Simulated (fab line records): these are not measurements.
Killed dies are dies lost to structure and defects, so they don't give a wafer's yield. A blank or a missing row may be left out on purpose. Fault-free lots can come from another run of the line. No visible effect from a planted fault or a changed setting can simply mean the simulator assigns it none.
What tool caused it? | flow sky130 | 12 lots, 36 wafers sampled, at 2 steps of a route of 708

WHAT THE GAUGES SHOWED, per wafer
SKY_METAL1_CD_MEAS_15: target cd 140 nm. Usual: 139.8 nm for cd nm, sd 1.5.
lot  | measured     | on        | cd nm (nm)        | flag
L594 | day 33 08:20 | cd sem-02 | 138.4 138.7 140.4 |
L597 | day 34 05:11 | cd sem-02 | 139.7 139.9 138.4 |
L596 | day 34 08:05 | cd sem-02 | 138.7 137.3 139.7 |
L599 | day 34 20:34 | cd sem-01 | 141.7 141.8 142.0 |
L600 | day 34 23:53 | cd sem-01 | 142.5 140.8 141.2 |
L601 | day 35 08:43 | cd sem-01 | 142.1 141.7 141.9 |
L603 | day 36 05:15 | cd sem-01 | 138.3 139.4 139.0 |
L607 | day 36 21:09 | cd sem-01 | 141.6 141.3 142.6 |
L606 | day 36 22:38 | cd sem-02 | 139.6 139.9 140.0 |
L608 | day 37 17:50 | cd sem-01 | 140.3 139.9 138.4 |
L609 | day 37 22:08 | cd sem-02 | 140.8 141.2 141.6 |
L613 | day 38 23:44 | cd sem-01 | 139.1 139.8 139.5 |

SKY_METAL1_OVL_MEAS_16. Usual: for METAL1_OVL the level is 0 nm and the standard deviation is 5.8.
lot  | measured     | on         | METAL1_OVL (nm) | flag
L594 | day 33 08:27 | overlay-01 | -4 -5 -6        |
L597 | day 34 05:15 | overlay-02 | -2 4 4          |
L596 | day 34 08:12 | overlay-02 | -2 0 0          |
L599 | day 34 20:41 | overlay-02 | -1 -3 1         |
L600 | day 35 00:00 | overlay-02 | 11 10 12        |
L601 | day 35 08:49 | overlay-02 | -2 6 5          |
L603 | day 36 05:23 | overlay-02 | 1 -6 1          |
L607 | day 36 21:16 | overlay-02 | -5 8 -1         |
L606 | day 36 22:44 | overlay-01 | -2 -10 -11      |
L608 | day 37 17:57 | overlay-02 | -5 -3 -8        |
L609 | day 37 22:15 | overlay-01 | 1 3 2           |
L613 | day 38 23:51 | overlay-01 | 13 6 6          |

EACH LOT AND THE TOOL THAT RAN IT (in order: tool; ch and the chambers of the sampled wafers; start)
Before these readings, the record contains no process step.

AS READ BY THE TOOLS THEMSELVES (means over the sampled wafers that have a number; for cases with no such wafer, the mark the record gives instead)
The record holds no such reading with a usual standard deviation.

THE ANSWER, worked out from the rows above alone
Rule: a lot counts as off when the mean over its wafers that have a number is more than 3 standard deviations away from the usual mean. A lot without any number at a reading at which 4 lots or more have one is off too. Any other lot the step has rows for is counted as sound. The gauges are gone through in route order, then the tools' own readings, and for those a lot's mean is taken as printed above. The first step at which some lot is off is used, and at that step the reading that is off furthest; a lot without a number counts as furthest.
No lot is off at any reading shown: from this, nothing can be told.

WHAT HAD BEEN PUT IN BY THE SIMULATOR
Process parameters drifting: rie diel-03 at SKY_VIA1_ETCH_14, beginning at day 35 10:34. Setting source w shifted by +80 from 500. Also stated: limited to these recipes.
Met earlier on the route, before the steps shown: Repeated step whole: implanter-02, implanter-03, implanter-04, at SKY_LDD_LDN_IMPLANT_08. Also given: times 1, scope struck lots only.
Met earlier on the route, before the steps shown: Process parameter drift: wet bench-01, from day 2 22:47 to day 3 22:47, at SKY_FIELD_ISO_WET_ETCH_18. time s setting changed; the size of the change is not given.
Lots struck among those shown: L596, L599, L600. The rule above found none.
